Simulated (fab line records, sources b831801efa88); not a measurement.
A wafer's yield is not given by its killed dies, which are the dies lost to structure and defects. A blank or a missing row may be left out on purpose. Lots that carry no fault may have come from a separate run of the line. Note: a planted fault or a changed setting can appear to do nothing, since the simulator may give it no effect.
Problem report, 8D (eight disciplines) form, completed by code + flow gf180mcu + the parts of the form that need people (team, actions taken, sign-off) are left out

## 1. WHAT IS WRONG
cd-nm at GF_HV_LDD_CD_MEAS_46 reads a mean of 382.3 nm on 6 wafers of 2 lots; wafers without a fault read 400.0 nm with a standard deviation of 2.4. Measured from the usual mean, that is -7.4 standard deviations.
The step: target cd 400 nm.
Seen first at day 17 09:31 on cd-sem-01, wafer L665.1. Wafers with a number at this step in the record: 36, from 12 lots. The rule behind "out" and "out of limits": a value lying over 4 standard deviations away from the usual mean. Any other wafer with a number is counted as sound.

## 2. WHAT IT IS, WHAT IT ISN'T
| question                    | is                     | is not                                                                    |
|-----------------------------|------------------------|---------------------------------------------------------------------------|
| which readings at this step | cd-nm                  | -                                                                         |
| which lots                  | L665, L667             | L650, L651, L652, L654, L655, L656, L657, L659, L670, L673                |
| which wafers of those lots  | all that have a number | -                                                                         |
| read on which gauges        | cd-sem-01, cd-sem-02   | -                                                                         |
| when                        | from day 17 09:31      | up to then (24 sound wafers); but 6 sound wafers of L670, L673 came after |

## 3. SUSPECTS, AND WHAT RULES EACH OUT
Counting: a tool at a process step up to the reading stays a suspect if it ran every lot that is out and no sound lot after the first of them.
- ruled out: the gauge at GF_HV_LDD_CD_MEAS_46. 2 gauges (cd-sem-01, cd-sem-02) read the wafers that are out.
- iline-stepper-01 at GF_HV_LDD_EXPOSE_43 (exposes mask Pplus HV AREA, target cd 400 nm): kept. Every lot that is out went through it, starting with L665 (day 16 22:43), and after that it ran no sound lot; the last sound lot it ran before then is L659 (day 14 18:37). Out on those wafers are its own readings of exposure-dose-mJ-cm2.
The count leaves iline-stepper-01 at GF_HV_LDD_EXPOSE_43.

## 4. THE CAUSE (what the simulator had put in)
Drift in process parameters on iline-stepper-01 at GF_HV_LDD_EXPOSE_43, starting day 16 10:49. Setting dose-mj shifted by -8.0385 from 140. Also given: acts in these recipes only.
The count eliminated every tool but this one.

## 5. THE EFFECT CHAIN, in route order
One row per reading whose mean, taken over the struck wafers that have a number, lies over 3 standard deviations from the usual. Only readings for which the record gives a usual standard deviation are gone through. hours: the time from each lot's start at the first step in this table that gives one to its start at this step, as a median over the lots. sigmas: the change in usual standard deviations.
| hours | step                 | reading              | usual    | on struck wafers | change | sigmas |
|-------|----------------------|----------------------|----------|------------------|--------|--------|
| 0     | GF_HV_LDD_EXPOSE_43  | exposure-dose-mJ-cm2 | 139.99   | 131.83           | -8.16  | -48    |
| 11    | GF_HV_LDD_CD_MEAS_46 | cd-nm                | 400.0 nm | 382.3            | -17.7  | -7.4   |
Here are the process steps it includes:
- GF_HV_LDD_EXPOSE_43: exposes mask Pplus HV AREA, target cd 400 nm.
Later steps that measure or inspect, where all struck wafers having a row at the step show a number for every such reading and not one has moved that far: GF_NSD_OVL_MEAS_08.

## 6. HOW IT WOULD HAVE BEEN CAUGHT EARLIER
The first out-of-limits reading at a measuring or inspecting step in this record came at day 17 09:31, 23 hours after the fault's start at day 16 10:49.
The tool's own readings at GF_HV_LDD_EXPOSE_43 were out on every struck wafer that the step has a row for (exposure-dose-mJ-cm2): an alarm limit on them would have fired on the first of those.
Of the lots that are out (2), L667 began GF_HV_LDD_EXPOSE_43 on iline-stepper-01 after day 17 09:31. Had the tool been put on hold then, it would have been spared.
